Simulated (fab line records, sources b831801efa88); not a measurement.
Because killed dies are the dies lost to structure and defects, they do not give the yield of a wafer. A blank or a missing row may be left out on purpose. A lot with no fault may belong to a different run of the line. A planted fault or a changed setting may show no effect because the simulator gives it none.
Chamber matching -- flow sky130 -- 4 sister chambers for SKY_VIA3_CMP_24 on cmp-02
The step polishes, stops on SiO2, t overpolish 20 s, target thk 0 nm. 8 wafers are shown with their chamber, then 8 later ones without.

WAFERS, EACH WITH ITS CHAMBER
wafer,chamber,motorCurrentA (A),timeToEndpointS (s)
L227.4,3,9.8,88
L227.5,0,12.2,93
L239.2,0,12.6,90
L239.4,3,9.5,84
L238.1,2,10.4,96
L238.3,1,11.6,100
L238.6,2,10.5,95
L242.1,1,11.3,96

WAFERS MISSING THEIR CHAMBER
wafer,motorCurrentA (A),timeToEndpointS (s)
L242.4,10.3,86
L242.6,9.9,90
L244.3,10.7,94
L244.5,10.2,90
L244.6,12.8,89
L245.1,10.4,91
L245.2,13.0,91
L245.5,9.9,91

WHICH CHAMBER EACH ONE RAN IN
wafer,from the rows above,in truth
L242.4,can't be placed: 3 or 2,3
L242.6,can't be placed: 3 or 2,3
L244.3,2,2
L244.5,can't be placed: 2 or 3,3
L244.6,0,0
L245.1,2,2
L245.2,0,0
L245.5,can't be placed: 3 or 2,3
Correctly placed: 4 of 8. From these rows, 4 cannot be placed; in 4 the true chamber is one of the candidates. 0 placed wrongly.
How it was worked out, from the rows above alone: a wafer's distance from a chamber is the root of the sum, over the readings, of the square of ((its reading less the chamber's mean) divided by the reading's scatter). The wafer belongs to the nearest chamber; if the next one is less than 2 further off, it can't be placed. The mean given for a chamber averages the wafers shown for that chamber. How the scatter is found: for the shown wafers, subtract from each reading the mean of its chamber, square and add these, divide the total by (wafers less chambers), then take the root.
